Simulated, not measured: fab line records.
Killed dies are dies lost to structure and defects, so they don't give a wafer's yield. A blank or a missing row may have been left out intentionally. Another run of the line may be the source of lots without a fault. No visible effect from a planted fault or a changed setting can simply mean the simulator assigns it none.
fab line records	flow gf180mcu	part 1 of 2: steps 1 to 31 of 42
record lots=5	wafers=15	lastDay=34
route steps=602 shown HV_LDD@180
lots with no fault: from the same line, run without faults
startH: hours from the record's first day to the start of the lot's first wafer shown	waitH: hours from the lot's prior step to this one	" as in the row above	L1.1+2: several wafers, shown together as one row	- either no value or no given start	* or withheld: withheld	< > ~ a bound
route shown NAME@n: NAME is a module with steps in the file, n the number in the route of the first one	usual: average and standard deviation across the fault-free wafers	same: alike in all rows	chamber/n: place in a boat	sites: the reading at each site	_std_site: standard deviation across them	_edge_site: outer sites' mean less inner sites'	radiusMm: how far each site lies from the wafer's centre	mask NAME#n: copy n	behind: the most recent tool/chamber to have shaped the wafer	hold: why the lot was held/for how many hours/how that ended	device: transistor that didn't switch, given as n, p or np	end of line: the route-end tests of the same wafers	where a step has no rows: the recipe by itself	killed: dies lost to structure and defects at the first sort, not the wafer's yield	map: dies across one wafer; x = killed, . = not, _ = none there
set.NAME: the run value of the setting; set.NAME@STEP: its run value at that earlier step	model.NAME: the simulator's own value behind a step, which no gauge read
lots seen at some steps along the route; tables by step, rows by wafer
services: when a tool's chamber went out of use (startH, in hours from the record's first day, below 0 if earlier), for how many hours, and the reason
## steps
# step GF_HV_LDD_EXPOSE_04
# recipe maskId=Nplus_LV_AREA	targetCdNm=400	na=0.6	sourceShape=conventional	sigmaOuter=0.6	doseMj=140
# same sigmaOuter=0.6
lot.wafer	tool	chamber	startH	waitH	mask
L090.1+2+6	ilineStepper-02	0	-	-	Nplus_LV_AREA#0
L091.1+2+6	ilineStepper-01	0	-	-	Nplus_LV_AREA#0
L092.2+3+4	ilineStepper-02	0	-	-	Nplus_LV_AREA#0
L096.3+4+5	ilineStepper-02	0	-	-	Nplus_LV_AREA#0
L097.1+3+6	ilineStepper-02	0	-	-	Nplus_LV_AREA#0
# step GF_HV_LDD_PEB_05
# recipe tempC=withheld	timeS=*	resist=NOVOLAK
lot.wafer	tool	chamber	startH	waitH
L090.1+2+6	lithoTrack-01	0	-	-
L091.1+2+6	lithoTrack-04	0	-	-
L092.2+3+4	lithoTrack-04	0	-	-
L096.3+4+5	lithoTrack-04	0	-	-
L097.1+3+6	lithoTrack-04	0	-	-
# step GF_HV_LDD_DEVELOP_06
# recipe developTimeS=60	devTempC=23
lot.wafer	tool	chamber	startH	waitH
L090.1+2+6	lithoTrack-01	0	333.11	0.1
L091.1+2+6	lithoTrack-04	0	337.11	0.1
L092.2+3+4	lithoTrack-04	0	343.43	0.1
L096.3+4+5	lithoTrack-04	0	374.05	0.1
L097.1+3+6	lithoTrack-04	0	388.85	0.1
# step GF_HV_LDD_CD_MEAS_07
# recipe targetCdNm=400
# usual cdNm=400.4/2.3
lot.wafer	tool	chamber	startH	waitH	cdNm
L090.1	cdSem-01	-	333.26	0.1	399.8
L090.2	"	-	"	"	401.4
L090.6	"	-	"	"	403.5
L091.1	cdSem-02	-	337.26	0.1	399.9
L091.2	"	-	"	"	400.8
L091.6	"	-	"	"	399.7
L092.2	cdSem-01	-	343.58	0.1	398.4
L092.3	"	-	"	"	398.7
L092.4	"	-	"	"	397.4
L096.3	cdSem-01	-	374.19	0.1	399.3
L096.4	"	-	"	"	399.1
L096.5	"	-	"	"	399.5
L097.1	cdSem-02	-	389.00	0.1	401.9
L097.3	"	-	"	"	400.6
L097.6	"	-	"	"	398.6
# step GF_HV_LDD_OVL_MEAS_08
# usual HV_LDD_OVL=-0.4/1.3
lot.wafer	tool	chamber	startH	waitH	HV_LDD_OVL[nm]
L090.1	overlay-01	-	333.38	0.1	0.3
L090.2	"	-	"	"	-0.2
L090.6	"	-	"	"	-0.2
L091.1	overlay-02	-	337.38	0.1	-1.7
L091.2	"	-	"	"	-2.5
L091.6	"	-	"	"	-2.8
L092.2	overlay-01	-	343.68	0.1	1.0
L092.3	"	-	"	"	-0.6
L092.4	"	-	"	"	-0.8
L096.3	overlay-02	-	374.29	0.1	-0.4
L096.4	"	-	"	"	-1.1
L096.5	"	-	"	"	0.3
L097.1	overlay-01	-	389.12	0.1	0.0
L097.3	"	-	"	"	0.9
L097.6	"	-	"	"	-1.4
# step GF_HV_LDD_IMPLANT_09
# recipe species=As	energyKev=40	doseCm2=1e+14	tiltDeg=7
# usual endStationPressureTorr=5.4e-06/2.9e-07	faradayCurrentUA=563/10
# same implantIonAmu=75
lot.wafer	tool	chamber	startH	waitH	endStationPressureTorr	faradayCurrentUA
L090.1	implanter-02	0	333.42	0.0	5.05e-06	564
L090.2	"	0	"	"	5.45e-06	554
L090.6	"	0	"	"	5.39e-06	581
L091.1	implanter-01	0	337.41	0.0	5.88e-06	572
L091.2	"	0	"	"	5.79e-06	570
L091.6	"	0	"	"	5.41e-06	563
L092.2	implanter-01	0	343.74	0.0	5.68e-06	568
L092.3	"	0	"	"	5.37e-06	582
L092.4	"	0	"	"	4.85e-06	552
L096.3	implanter-02	0	374.36	0.1	5.5e-06	557
L096.4	"	0	"	"	5.62e-06	571
L096.5	"	0	"	"	5.25e-06	578
L097.1	implanter-01	0	389.16	0.0	5.56e-06	551
L097.3	"	0	"	"	5.23e-06	564
L097.6	"	0	"	"	5.6e-06	567
# step GF_HV_LDD_STRIP_10
# recipe chemistry=O2/N2	powerW=1400	pressureMtorr=1500	platenTempC=250	o2FlowSccm=3000	n2FlowSccm=300	overashFraction=0.5
# usual drypumpMotorCurrentA=5.8/0.31	heaterPowerW=338/30	oesProductAu=0.716/0.0042	stripTimeToEndpointS=12.63/0.037
# same overashFraction=0.5
lot.wafer	tool	chamber	startH	waitH	drypumpMotorCurrentA	heaterPowerW	oesProductAu	rfHoursCounterH	stripTimeToEndpointS
L090.1	plasmaAsher-01	0	333.57	0.1	5.4	371	0.716	21	12.58
L090.2	"	1	"	"	6.0	301	0.719	21	12.56
L090.6	"	1	"	"	6.0	308	0.719	-	12.58
L091.1	plasmaAsher-02	1	337.56	0.1	6.0	322	0.721	61	12.67
L091.2	"	0	"	"	5.6	338	0.714	61	12.63
L091.6	"	1	"	"	6.0	321	0.714	-	12.68
L092.2	plasmaAsher-04	1	343.86	0.1	6.2	401	0.713	71	12.59
L092.3	"	0	"	"	5.5	311	0.719	-	12.65
L092.4	"	1	"	"	6.2	388	0.719	-	12.60
L096.3	plasmaAsher-02	0	374.49	0.1	5.6	334	0.718	-	12.68
L096.4	"	1	"	"	6.1	321	0.725	-	12.65
L096.5	"	1	"	"	6.0	318	0.721	-	12.61
L097.1	plasmaAsher-04	0	389.31	0.1	5.5	312	0.711	76	12.57
L097.3	"	1	"	"	6.3	381	0.717	-	12.60
L097.6	"	1	"	"	6.2	391	0.716	-	12.60
# step GF_HV_LDD_TW_MEAS_11
# usual HV_LDD_TW=2417/23
lot.wafer	tool	chamber	startH	waitH	HV_LDD_TW
L090.1	filmMetro-04	-	333.67	0.1	2401
L090.2	"	-	"	"	2396
L090.6	"	-	"	"	2397
L091.1	filmMetro-03	-	337.66	0.1	2451
L091.2	"	-	"	"	2436
L091.6	"	-	"	"	2448
L092.2	filmMetro-03	-	343.97	0.1	2438
L092.3	"	-	"	"	2447
L092.4	"	-	"	"	2438
L096.3	filmMetro-04	-	374.58	0.1	2390
L096.4	"	-	"	"	2396
L096.5	"	-	"	"	2407
L097.1	filmMetro-04	-	389.41	0.1	2381
L097.3	"	-	"	"	2388
L097.6	"	-	"	"	2403
# step GF_HV_LDD_DEHYDRATE_12
# recipe tempC=200	timeS=60
lot.wafer	tool	chamber	startH	waitH
L090.1+2+6	lithoTrack-02	0	343.66	10.0
L091.1+2+6	lithoTrack-04	0	347.41	9.7
L092.2+3+4	lithoTrack-01	0	354.14	10.2
L096.3+4+5	lithoTrack-01	0	385.91	11.3
L097.1+3+6	lithoTrack-01	0	399.91	10.5
# step GF_HV_LDD_HMDS_13
# recipe primeTimeS=60	primeTempC=120
# same primeTimeS=60
lot.wafer	tool	chamber	startH	waitH
L090.1+2+6	lithoTrack-02	0	343.81	0.1
L091.1+2+6	lithoTrack-04	0	347.56	0.1
L092.2+3+4	lithoTrack-01	0	354.29	0.1
L096.3+4+5	lithoTrack-01	0	386.06	0.1
L097.1+3+6	lithoTrack-01	0	400.06	0.1
# step GF_HV_LDD_COAT_14
# recipe resist=NOVOLAK	spinRpm=3000	resistThkNm=1000
# usual spinSpeedRpm=3000.2/1.9
lot.wafer	tool	chamber	startH	waitH	spinSpeedRpm
L090.1	lithoTrack-02	0	343.96	0.1	3002.4
L090.2	"	0	"	"	3003.5
L090.6	"	0	"	"	3003.9
L091.1	lithoTrack-04	0	347.71	0.1	3000.4
L091.2	"	0	"	"	2997.0
L091.6	"	0	"	"	2997.8
L092.2	lithoTrack-01	0	354.44	0.1	3000.6
L092.3	"	0	"	"	2998.6
L092.4	"	0	"	"	2997.5
L096.3	lithoTrack-01	0	386.21	0.1	2999.2
L096.4	"	0	"	"	3000.7
L096.5	"	0	"	"	2999.4
L097.1	lithoTrack-01	0	400.21	0.1	2999.0
L097.3	"	0	"	"	2998.1
L097.6	"	0	"	"	2997.5
# step GF_HV_LDD_SOFTBAKE_15
# recipe tempC=90	timeS=60	resist=NOVOLAK
lot.wafer	tool	chamber	startH	waitH
L090.1+2+6	lithoTrack-02	0	344.11	0.1
L091.1+2+6	lithoTrack-04	0	347.86	0.1
L092.2+3+4	lithoTrack-01	0	354.59	0.1
L096.3+4+5	lithoTrack-01	0	386.36	0.1
L097.1+3+6	lithoTrack-01	0	400.36	0.1
# step GF_HV_LDD_EXPOSE_16
# recipe maskId=Pplus_LV_AREA	targetCdNm=400	na=0.6	sourceShape=conventional	sigmaOuter=0.6	doseMj=140
# same sigmaOuter=0.6
lot.wafer	tool	chamber	startH	waitH	mask
L090.1+2+6	ilineStepper-02	0	-	-	Pplus_LV_AREA#0
L091.1+2+6	ilineStepper-02	0	-	-	Pplus_LV_AREA#0
L092.2+3+4	ilineStepper-01	0	-	-	Pplus_LV_AREA#0
L096.3+4+5	ilineStepper-02	0	-	-	Pplus_LV_AREA#0
L097.1+3+6	ilineStepper-01	0	-	-	Pplus_LV_AREA#0
# step GF_HV_LDD_PEB_17
# recipe tempC=withheld	timeS=*	resist=NOVOLAK
lot.wafer	tool	chamber	startH	waitH
L090.1+2+6	lithoTrack-01	0	-	-
L091.1+2+6	lithoTrack-01	0	-	-
L092.2+3+4	lithoTrack-01	0	-	-
L096.3+4+5	lithoTrack-04	0	-	-
L097.1+3+6	lithoTrack-02	0	-	-
# step GF_HV_LDD_DEVELOP_18
# recipe developTimeS=60	devTempC=23
lot.wafer	tool	chamber	startH	waitH
L090.1+2+6	lithoTrack-01	0	354.86	0.1
L091.1+2+6	lithoTrack-01	0	358.86	0.1
L092.2+3+4	lithoTrack-01	0	365.54	0.1
L096.3+4+5	lithoTrack-04	0	397.65	0.1
L097.1+3+6	lithoTrack-02	0	412.35	0.1
# step GF_HV_LDD_CD_MEAS_19
# recipe targetCdNm=400
# usual cdNm=400.7/2.7
lot.wafer	tool	chamber	startH	waitH	cdNm
L090.1	cdSem-01	-	355.01	0.1	399.9
L090.2	"	-	"	"	400.3
L090.6	"	-	"	"	400.1
L091.1	cdSem-01	-	359.01	0.1	404.0
L091.2	"	-	"	"	404.0
L091.6	"	-	"	"	405.8
L092.2	cdSem-01	-	365.68	0.1	405.5
L092.3	"	-	"	"	404.6
L092.4	"	-	"	"	404.3
L096.3	cdSem-02	-	397.79	0.1	402.7
L096.4	"	-	"	"	404.7
L096.5	"	-	"	"	403.8
L097.1	cdSem-01	-	412.50	0.1	399.2
L097.3	"	-	"	"	399.2
L097.6	"	-	"	"	397.0
# step GF_HV_LDD_OVL_MEAS_20
# usual HV_LDD_01_OVL=0.3/1.5
lot.wafer	tool	chamber	startH	waitH	HV_LDD_01_OVL[nm]
L090.1	overlay-02	-	355.13	0.1	-0.3
L090.2	"	-	"	"	-0.6
L090.6	"	-	"	"	0.2
L091.1	overlay-01	-	359.13	0.1	1.5
L091.2	"	-	"	"	2.8
L091.6	"	-	"	"	1.8
L092.2	overlay-01	-	365.79	0.1	2.4
L092.3	"	-	"	"	1.0
L092.4	"	-	"	"	2.5
L096.3	overlay-01	-	397.89	0.1	1.1
L096.4	"	-	"	"	1.5
L096.5	"	-	"	"	0.5
L097.1	overlay-02	-	412.62	0.1	-0.5
L097.3	"	-	"	"	-1.2
L097.6	"	-	"	"	-0.2
# step GF_HV_LDD_IMPLANT_21
# recipe species=BF2	energyKev=25	doseCm2=4.764e+13	tiltDeg=7
# usual endStationPressureTorr=5.17e-06/2.6e-07	faradayCurrentUA=269/5.8
# same implantIonAmu=49
lot.wafer	tool	chamber	startH	waitH	endStationPressureTorr	faradayCurrentUA
L090.1	implanter-01	0	355.17	0.0	5.46e-06	275
L090.2	"	0	"	"	5.62e-06	268
L090.6	"	0	"	"	4.45e-06	260
L091.1	implanter-02	0	359.17	0.0	5.05e-06	272
L091.2	"	0	"	"	5.04e-06	261
L091.6	"	0	"	"	5.19e-06	267
L092.2	implanter-01	0	365.84	0.0	5.43e-06	272
L092.3	"	0	"	"	5.17e-06	268
L092.4	"	0	"	"	4.91e-06	264
L096.3	implanter-01	0	397.96	0.1	4.65e-06	264
L096.4	"	0	"	"	5.15e-06	277
L096.5	"	0	"	"	4.73e-06	266
L097.1	implanter-02	0	412.66	0.0	5.09e-06	268
L097.3	"	0	"	"	5.3e-06	265
L097.6	"	0	"	"	5.11e-06	274
# step GF_HV_LDD_STRIP_22
# recipe chemistry=O2/N2	powerW=1400	pressureMtorr=1500	platenTempC=250	o2FlowSccm=3000	n2FlowSccm=300	overashFraction=0.5
# usual drypumpMotorCurrentA=5.8/0.31	heaterPowerW=337/32	oesProductAu=0.715/0.0046	stripTimeToEndpointS=12.62/0.041
# same overashFraction=0.5
lot.wafer	tool	chamber	startH	waitH	drypumpMotorCurrentA	heaterPowerW	oesProductAu	rfHoursCounterH	stripTimeToEndpointS
L090.1	plasmaAsher-01	0	355.32	0.1	5.4	377	0.722	23	12.69
L090.2	"	1	"	"	6.0	301	0.719	23	12.65
L090.6	"	1	"	"	6.0	309	0.718	-	12.63
L091.1	plasmaAsher-02	0	359.32	0.1	5.6	329	0.708	63	12.51
L091.2	"	1	"	"	6.1	321	0.720	63	12.60
L091.6	"	0	"	"	5.6	331	0.712	-	12.56
L092.2	plasmaAsher-04	1	365.97	0.1	6.3	382	0.711	73	12.59
L092.3	"	1	"	"	6.3	386	0.709	-	12.55
L092.4	"	0	"	"	5.5	305	0.725	-	12.58
L096.3	plasmaAsher-01	1	398.09	0.1	6.0	296	0.714	-	12.61
L096.4	"	0	"	"	5.4	370	0.711	-	12.61
L096.5	"	0	"	"	5.4	373	0.707	-	12.62
L097.1	plasmaAsher-04	1	412.81	0.1	6.2	389	0.719	79	12.64
L097.3	"	0	"	"	5.5	311	0.715	-	12.64
L097.6	"	1	"	"	6.2	397	0.713	-	12.65
# step GF_HV_LDD_TW_MEAS_23
# usual HV_LDD_2_TW=1041/9.3
lot.wafer	tool	chamber	startH	waitH	HV_LDD_2_TW
L090.1	filmMetro-04	-	355.42	0.1	1035
L090.2	"	-	"	"	1026
L090.6	"	-	"	"	1035
L091.1	filmMetro-04	-	359.42	0.1	1031
L091.2	"	-	"	"	1036
L091.6	"	-	"	"	1032
L092.2	filmMetro-03	-	366.08	0.1	1046
L092.3	"	-	"	"	1043
L092.4	"	-	"	"	1047
L096.3	filmMetro-03	-	398.18	0.1	1050
L096.4	"	-	"	"	1044
L096.5	"	-	"	"	1048
L097.1	filmMetro-04	-	412.91	0.1	1026
L097.3	"	-	"	"	1030
L097.6	"	-	"	"	1031
# step GF_HV_LDD_DEHYDRATE_24
# recipe tempC=200	timeS=60
lot.wafer	tool	chamber	startH	waitH
L090.1+2+6	lithoTrack-02	0	365.71	10.3
L091.1+2+6	lithoTrack-04	0	369.60	10.2
L092.2+3+4	lithoTrack-01	0	376.44	10.3
L096.3+4+5	lithoTrack-02	0	409.50	11.3
L097.1+3+6	lithoTrack-02	0	424.15	11.2
# step GF_HV_LDD_HMDS_25
# recipe primeTimeS=60	primeTempC=120
# same primeTimeS=60
lot.wafer	tool	chamber	startH	waitH
L090.1+2+6	lithoTrack-02	0	365.86	0.1
L091.1+2+6	lithoTrack-04	0	369.75	0.1
L092.2+3+4	lithoTrack-01	0	376.59	0.1
L096.3+4+5	lithoTrack-02	0	409.65	0.1
L097.1+3+6	lithoTrack-02	0	424.30	0.1
# step GF_HV_LDD_COAT_26
# recipe resist=NOVOLAK	spinRpm=3000	resistThkNm=1000
# usual spinSpeedRpm=2999.9/1.9
lot.wafer	tool	chamber	startH	waitH	spinSpeedRpm
L090.1	lithoTrack-02	0	366.01	0.1	3000.2
L090.2	"	0	"	"	3000.1
L090.6	"	0	"	"	3000.0
L091.1	lithoTrack-04	0	369.90	0.1	3002.7
L091.2	"	0	"	"	3002.8
L091.6	"	0	"	"	3002.0
L092.2	lithoTrack-01	0	376.74	0.1	3000.7
L092.3	"	0	"	"	3003.5
L092.4	"	0	"	"	3001.4
L096.3	lithoTrack-02	0	409.80	0.1	3000.8
L096.4	"	0	"	"	3005.6
L096.5	"	0	"	"	2999.7
L097.1	lithoTrack-02	0	424.45	0.1	3002.1
L097.3	"	0	"	"	2999.2
L097.6	"	0	"	"	3000.0
# step GF_HV_LDD_SOFTBAKE_27
# recipe tempC=89.63	timeS=60	resist=NOVOLAK
lot.wafer	tool	chamber	startH	waitH
L090.1+2+6	lithoTrack-02	0	366.16	0.1
L091.1+2+6	lithoTrack-04	0	370.05	0.1
L092.2+3+4	lithoTrack-01	0	376.89	0.1
L096.3+4+5	lithoTrack-02	0	409.95	0.1
L097.1+3+6	lithoTrack-02	0	424.60	0.1
# step GF_HV_LDD_EXPOSE_28
# recipe maskId=Nplus_HV_AREA	targetCdNm=400	na=0.6	sourceShape=conventional	sigmaOuter=0.6	doseMj=140
# same sigmaOuter=0.6
lot.wafer	tool	chamber	startH	waitH	mask
L090.1+2+6	ilineStepper-01	0	-	-	Nplus_HV_AREA#0
L091.1+2+6	ilineStepper-02	0	-	-	Nplus_HV_AREA#0
L092.2+3+4	ilineStepper-02	0	-	-	Nplus_HV_AREA#0
L096.3+4+5	ilineStepper-02	0	-	-	Nplus_HV_AREA#0
L097.1+3+6	ilineStepper-02	0	-	-	Nplus_HV_AREA#0
# step GF_HV_LDD_PEB_29
# recipe tempC=withheld	timeS=*	resist=NOVOLAK
lot.wafer	tool	chamber	startH	waitH
L090.1+2+6	lithoTrack-04	0	-	-
L091.1+2+6	lithoTrack-01	0	-	-
L092.2+3+4	lithoTrack-01	0	-	-
L096.3+4+5	lithoTrack-01	0	-	-
L097.1+3+6	lithoTrack-02	0	-	-
# step GF_HV_LDD_DEVELOP_30
# recipe developTimeS=60	devTempC=23
lot.wafer	tool	chamber	startH	waitH
L090.1+2+6	lithoTrack-04	0	377.05	0.1
L091.1+2+6	lithoTrack-01	0	380.86	0.1
L092.2+3+4	lithoTrack-01	0	388.58	0.1
L096.3+4+5	lithoTrack-01	0	421.36	0.1
L097.1+3+6	lithoTrack-02	0	436.85	0.1
# step GF_HV_LDD_CD_MEAS_31
# recipe targetCdNm=400
# usual cdNm=400.5/2.6
lot.wafer	tool	chamber	startH	waitH	cdNm
L090.1	cdSem-02	-	377.20	0.1	399.7
L090.2	"	-	"	"	397.8
L090.6	"	-	"	"	400.0
L091.1	cdSem-01	-	381.01	0.1	401.4
L091.2	"	-	"	"	401.5
L091.6	"	-	"	"	402.4
L092.2	cdSem-01	-	388.73	0.1	402.6
L092.3	"	-	"	"	403.6
L092.4	"	-	"	"	402.6
L096.3	cdSem-02	-	421.50	0.1	399.4
L096.4	"	-	"	"	399.0
L096.5	"	-	"	"	397.8
L097.1	cdSem-02	-	437.00	0.1	397.2
L097.3	"	-	"	"	399.8
L097.6	"	-	"	"	400.7
# step GF_HV_LDD_OVL_MEAS_32
# usual HV_LDD_02_OVL=-1.3/1.3
lot.wafer	tool	chamber	startH	waitH	HV_LDD_02_OVL[nm]
L090.1	overlay-02	-	377.32	0.1	-3.4
L090.2	"	-	"	"	-1.4
L090.6	"	-	"	"	-2.3
L091.1	overlay-02	-	381.13	0.1	-3.0
L091.2	"	-	"	"	-4.0
L091.6	"	-	"	"	-2.5
L092.2	overlay-02	-	388.84	0.1	-3.3
L092.3	"	-	"	"	-2.7
L092.4	"	-	"	"	-2.2
L096.3	overlay-02	-	421.59	0.1	-0.7
L096.4	"	-	"	"	-0.9
L096.5	"	-	"	"	-2.1
L097.1	overlay-02	-	437.12	0.1	0.7
L097.3	"	-	"	"	-1.8
L097.6	"	-	"	"	-1.3
# step GF_HV_LDD_IMPLANT_33
# recipe species=P	energyKev=60	doseCm2=7.5e+12	tiltDeg=30	rotationDeg=0
# usual endStationPressureTorr=5.02e-06/2.6e-07	faradayCurrentUA=42.3/0.86
# same implantIonAmu=31
lot.wafer	tool	chamber	startH	waitH	endStationPressureTorr	faradayCurrentUA
L090.1	implanter-01	0	377.36	0.0	5.14e-06	42.8
L090.2	"	0	"	"	5.42e-06	42.0
L090.6	"	0	"	"	5.59e-06	43.3
L091.1	implanter-01	0	381.17	0.0	5.21e-06	41.0
L091.2	"	0	"	"	4.88e-06	41.9
L091.6	"	0	"	"	5.25e-06	43.1
L092.2	implanter-03	0	388.89	0.0	4.73e-06	43.2
L092.3	"	0	"	"	5.24e-06	42.6
L092.4	"	0	"	"	4.62e-06	42.6
L096.3	implanter-02	0	421.67	0.1	5.53e-06	43.0
L096.4	"	0	"	"	4.9e-06	42.2
L096.5	"	0	"	"	4.97e-06	43.4
L097.1	implanter-01	0	437.16	0.0	5.45e-06	41.3
L097.3	"	0	"	"	4.61e-06	42.6
L097.6	"	0	"	"	4.97e-06	41.3
# step GF_HV_LDD_IMPLANT_34
# recipe species=P	energyKev=60	doseCm2=7.5e+12	tiltDeg=30	rotationDeg=90
# usual endStationPressureTorr=5.04e-06/2.7e-07	faradayCurrentUA=42.3/0.92
# same implantIonAmu=31
lot.wafer	tool	chamber	startH	waitH	endStationPressureTorr	faradayCurrentUA
L090.1	implanter-01	0	377.51	0.1	5.09e-06	42.2
L090.2	"	0	"	"	5.34e-06	42.0
L090.6	"	0	"	"	5.14e-06	43.1
L091.1	implanter-01	0	381.32	0.1	5.49e-06	41.9
L091.2	"	0	"	"	4.94e-06	42.2
L091.6	"	0	"	"	5.16e-06	41.2
L092.2	implanter-03	0	389.04	0.1	4.93e-06	42.3
L092.3	"	0	"	"	4.93e-06	42.0
L092.4	"	0	"	"	5e-06	41.1
L096.3	implanter-02	0	421.82	0.1	5.26e-06	43.4
L096.4	"	0	"	"	5.07e-06	41.8
L096.5	"	0	"	"	5.2e-06	42.4
L097.1	implanter-01	0	437.31	0.1	5.36e-06	43.1
L097.3	"	0	"	"	5.08e-06	40.9
L097.6	"	0	"	"	4.82e-06	42.3
